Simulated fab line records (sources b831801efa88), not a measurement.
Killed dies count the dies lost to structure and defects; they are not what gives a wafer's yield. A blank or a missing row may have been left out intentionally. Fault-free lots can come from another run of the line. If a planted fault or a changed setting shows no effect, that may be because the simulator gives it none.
A lot that was struck, set against a sound lot :: flow sky130 :: 21 out of 708 route steps
Sound: wafers L275.1, L275.2, L275.4. The struck wafers were L277.2, L277.3, L277.5. The cause comes at the end.
For every step that has rows: the tool of each side, followed by ch and its chambers, followed by its first start. Under that, the readings that differ: sound wafers :: struck wafers :: difference of the means :: sigmas: that difference in standard deviations of wafers without a fault.
alike: readings with means less than 2 such deviations apart, plus words and numbers identical on both sides. not compared: withheld readings, readings lacking a value on some wafer, bounds such as >300 that could conceal the same value, and numbers that have no deviation in the record and whose values overlap.
The two part at a step that has a row with sigmas, a row that says differs or no value, or rows on one side only. When numbers do not overlap yet have no deviation, they are printed without sigmas and do not part them. Lack of a reading on every wafer of one side parts them only where that side has two or more wafers.

first, 1 step without rows for these wafers: SKY_GATE_OXIDE_DEVELOP_09 (develop time 60 s).
SKY_GATE_OXIDE_OVL_MEAS_10:
  sound on overlay-01 at day 14 05:23; struck on overlay-02 at day 14 19:02
  alike: GATE_OXIDE_OVL
then, 2 steps without rows for these wafers: SKY_GATE_OXIDE_IMPLANT_11; SKY_GATE_OXIDE_WET_ETCH_12 (etches SiO2 in dHF, target depth 16.8 nm, time 336 s).
SKY_GATE_OXIDE_STRIP_13: strips in O2/N2.
  sound on plasma-asher-04 ch 0,1, day 14 05:41; struck on plasma-asher-04 ch 0,1, day 14 19:19
  alike: drypump-motor-current-A, oes-product-au, strip-time-to-endpoint-s
  not compared: rf-hours-counter-h
SKY_GATE_OXIDE_TW_MEAS_14:
  sound on film-metro-01 at day 14 05:47; struck on film-metro-02 at day 14 19:26
reading: GATE_OXIDE_TW
sound: 222.3 223.4 222.8
struck: 224.9 226.1 227.4
difference: +3.3
sigmas: +2
then, 3 steps without rows for these wafers: SKY_GATE_OXIDE_CLEAN_15 (cleans in SC1/SC2, time 150 s); SKY_GATE_OXIDE_OXIDATION_16 (stabilise 600 s, purge 300 s, target thk 3.57 nm); SKY_POLY_GATE_CVD_00 (deposits poly-Si, target thk 180 nm, time 720 s).
SKY_POLY_GATE_THK_MEAS_01:
  sound on film-metro-04 at day 14 08:38; struck on film-metro-04 at day 14 23:37
reading: POLY_GATE_CVD_00_THK (nm)
sound: 175.8 176.6 173.9
struck: 180.2 178.9 178.8
difference: +3.9
sigmas: +2
then, 2 steps without rows for these wafers: SKY_RES_PROTECT_DEHYDRATE_00 (time 60 s); SKY_RES_PROTECT_HMDS_01 (prime time 60 s).
SKY_RES_PROTECT_COAT_02: resist thk 1140 nm.
  sound on litho-track-04 ch 0, day 14 21:08; struck on litho-track-04 ch 0, day 15 12:31
reading: model.NOVOLAK_of_RES_PROTECT_COAT_02.thk-nm (nm)
sound: 1140 1140 1139
struck: 515.6 515.8 515.4
difference: -624.1
sigmas: 
  alike: chill-plate-temp-C
then, 3 steps without rows for these wafers: SKY_RES_PROTECT_SOFTBAKE_03 (time 60 s); SKY_RES_PROTECT_EXPOSE_04 (exposes mask RPM, target cd 1270 nm); SKY_RES_PROTECT_PEB_05.
SKY_RES_PROTECT_DEVELOP_06: develop time 60 s.
  sound on litho-track-01 ch 0, day 15 09:41; struck on litho-track-04 ch 0, day 16 02:46
reading: model.NOVOLAK_of_RES_PROTECT_COAT_02.thk-nm (nm)
sound: 1140 1139 1138
struck: 515.1 515.4 515
difference: -623.8
sigmas: 
  alike: chill-plate-temp-C
next, for these wafers, 1 step has no rows: SKY_POLY_GATE_IMPLANT_02.
SKY_RES_PROTECT_STRIP_07: strips in O2/N2.
  sound on plasma-asher-03 ch 0,1, day 15 09:59; struck on plasma-asher-02 ch 0,1, day 16 03:02
reading: oes-product-au (a.u.)
sound: 0.511 0.513 0.518
struck: 0.426 0.426 0.427
difference: -0.088
sigmas: -18

reading: strip-time-to-endpoint-s (s)
sound: 23.27 23.28 23.27
struck: 16.18 16.20 16.21
difference: -7.08
sigmas: -99 or more
  alike: drypump-motor-current-A
  not compared: rf-hours-counter-h
SKY_RES_PROTECT_TW_MEAS_08:
  sound on film-metro-04 at day 15 10:05; struck on film-metro-01 at day 16 03:09
reading: POLY_GATE_TW
sound: 4047 4036 4050
struck: 3991 3997 4003
difference: -47
sigmas: -2
-- the record jumps here: 30 days lie between the struck wafers' starts before and after (it left off in module RES_PROTECT and takes up again in module PAD_OPEN, whose first step shown is number 708 of the route) --
SKY_PAD_OPEN_PROBE_99:
  sound on prober-02 at day 45 22:58; struck on prober-01 at day 46 13:02
  alike: killed_at_M0_to_M3, killed_at_M4_up, killed-at-contacts, killed-at-front-end, killed-at-other, killed-dies, killed-open, killed-short

== WHERE THEY PART ==
At SKY_GATE_OXIDE_TW_MEAS_14 first; at SKY_RES_PROTECT_TW_MEAS_08 last (within this record only). Later steps at which nothing parts them and some readings are alike: SKY_PAD_OPEN_PROBE_99.

WHY: the cause the simulator had injected
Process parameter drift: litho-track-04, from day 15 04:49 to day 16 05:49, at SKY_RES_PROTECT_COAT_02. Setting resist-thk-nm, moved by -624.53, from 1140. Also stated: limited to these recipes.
